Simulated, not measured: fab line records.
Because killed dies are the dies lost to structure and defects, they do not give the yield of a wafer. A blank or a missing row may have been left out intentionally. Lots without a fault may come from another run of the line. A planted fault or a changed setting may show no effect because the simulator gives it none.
A lot that was struck, set against a sound lot :: flow sky130 :: 36 steps out of a route of 708
Sound: wafers L803.2, L803.4, L803.5. The struck wafers were L808.1, L808.2, L808.6. The cause comes at the end.
Each step with rows lists, per side, the tool, then ch with its chambers, then its first start. Under that, the readings that differ: sound wafers :: struck wafers :: difference of the means :: sigmas: that difference in standard deviations of wafers without a fault.
alike: readings with means less than 2 such deviations apart, plus words and numbers identical on both sides. not compared: withheld readings, readings lacking a value on some wafer, bounds such as >300 that could conceal the same value, and numbers that have no deviation in the record and whose values overlap.
Wherever a step has rows on one side only, a row that says differs or no value, or a row with sigmas, the two part there. When numbers do not overlap yet have no deviation, they are printed without sigmas and do not part them. Lack of a reading on every wafer of one side parts them only where that side has two or more wafers.

first, 10 steps without rows for these wafers: SKY_POLY_CUT_ETCH_10 (etches BARC in N2/H2, stops on SiO2, time 45.9 s, target depth 60 nm); SKY_POLY_CUT_ETCH_11 (etches Si3N4 in CF4/CH2F2/Ar, stops on poly-Si, time 42.5 s, target depth 60 nm); SKY_POLY_CUT_STRIP_12 (strips in O2/N2); SKY_SD_P_DEHYDRATE_00 (time 60 s); SKY_SD_P_HMDS_01 (prime time 60 s); SKY_SD_P_COAT_02 (resist thk 1140 nm); SKY_SD_P_SOFTBAKE_03 (time 60 s); SKY_SD_P_EXPOSE_04 (exposes mask PSDM, target cd 380 nm); SKY_SD_P_PEB_05; SKY_SD_P_DEVELOP_06 (develop time 60 s).
SKY_SD_P_IMPLANT_09:
  sound on implanter-01 ch 0, day 26 23:45; struck on implanter-01 ch 0, day 28 23:38
reading: beam_energy_keV
sound: 19.998 20.000 20.006
struck: 24.706 24.710 24.713
difference: +4.708
sigmas: +99 or more

reading: model.implant.rp_nm (nm)
sound: 17.27 17.27 17.27
struck: 20.93 20.93 20.93
difference: +3.66
sigmas: 

reading: model.implant.drp_nm (nm)
sound: 9.746 9.746 9.746
struck: 11.31 11.31 11.31
difference: +1.56
sigmas: 
  alike: faraday_current_uA
SKY_SD_P_STRIP_10: strips in O2/N2.
  sound on plasma_asher-04 ch 0,1, day 26 23:52; struck on plasma_asher-04 ch 0,1, day 28 23:47
reading: oes_product_au (a.u.)
sound: 0.615 0.615 0.611
struck: 0.601 0.599 0.601
difference: -0.013
sigmas: -3

reading: strip_time_to_endpoint_s (s)
sound: 17.60 17.61 17.60
struck: 18.25 18.26 18.22
difference: +0.64
sigmas: +16
  alike: drypump_motor_current_A
  not compared: rf_hours_counter_h
SKY_SD_P_TW_MEAS_11:
  sound on film_metro-04 at day 26 23:59; struck on film_metro-01 at day 28 23:53
  alike: SD_P_TW
then, 21 steps without rows for these wafers: SKY_RES_XHIGH_DEHYDRATE_00 (time 60 s); SKY_RES_XHIGH_HMDS_01 (prime time 60 s); SKY_RES_XHIGH_COAT_02 (resist thk 1140 nm); SKY_RES_XHIGH_SOFTBAKE_03 (time 60 s); SKY_RES_XHIGH_EXPOSE_04 (exposes mask URPM, target cd 1270 nm); SKY_RES_XHIGH_PEB_05; SKY_RES_XHIGH_DEVELOP_06 (develop time 60 s); SKY_RES_XHIGH_IMPLANT_07; SKY_RES_XHIGH_STRIP_08 (strips in O2/N2); SKY_SD_N_DEHYDRATE_00 (time 60 s); SKY_SD_N_HMDS_01 (prime time 60 s); SKY_SD_N_COAT_02 (resist thk 1140 nm); SKY_SD_N_SOFTBAKE_03 (time 60 s); SKY_SD_N_EXPOSE_04 (exposes mask NSDM, target cd 380 nm); SKY_SD_N_PEB_05; SKY_SD_N_DEVELOP_06 (develop time 60 s); SKY_SD_N_IMPLANT_09; SKY_SD_N_IMPLANT_10; SKY_SD_N_STRIP_11 (strips in O2/N2); SKY_SD_N_CLEAN_13 (cleans in SC1/SC2, time 150 s); SKY_SD_N_RTA_14 (time 2 s).
-- the record jumps here: 2 days lie between the struck wafers' starts before and after --
SKY_SD_N_RS_MEAS_17: uses a four-point probe to measure.
  sound on film_metro-02 at day 29 10:13; struck on film_metro-02 at day 31 07:37
reading: SD_P_RS (ohm/sq)
sound: 146.2 146.7 146.2
struck: 132.5 132.6 132.8
difference: -13.7
sigmas: -37
-- the record jumps here: 17 days lie between the struck wafers' starts before and after (it left off in module SD_N and takes up again in module PAD_OPEN, whose first step shown is number 708 of the route) --
SKY_PAD_OPEN_PROBE_99:
  sound on prober-01 at day 46 22:27; struck on prober-02 at day 48 07:12
reading: model.etest.res_pdiff.line_ohm_um
sound: 1385 1353 1377
struck: 1259 1240 1239
difference: -126
sigmas: 

reading: model.etest.res_pdiff_hv.rs_ohm_sq
sound: 191.5 194.5 195.1
struck: 172 171.9 173.7
difference: -21
sigmas: 

reading: model.etest.res_pdiff.rs_ohm_sq
sound: 197.6 199.4 196.9
struck: 181.2 180.2 180.8
difference: -17.2
sigmas: 
  alike: killed_at_M0_to_M3, killed_at_M4_up, killed_at_contacts, killed_at_front_end, killed_at_other, killed_dies, killed_open, killed_short
  not compared: model.etest.pfet_01v8.r_on_ohm_um, model.etest.pfet_01v8.drive_ua_um, model.etest.sram_pfet_latch.drive_ua_um, model.etest.pfet_01v8_hvt.drive_ua_um, model.etest.pfet_01v8_mvt.drive_ua_um

## WHERE THEY PART
Last at SKY_SD_N_RS_MEAS_17 as far as this record goes, first at SKY_SD_P_IMPLANT_09. Later steps at which nothing parts them and some readings are alike: SKY_PAD_OPEN_PROBE_99.

WHY: what had been put in by the simulator
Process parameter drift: implanter-01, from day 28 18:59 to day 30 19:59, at SKY_SD_P_IMPLANT_09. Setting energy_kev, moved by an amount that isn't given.
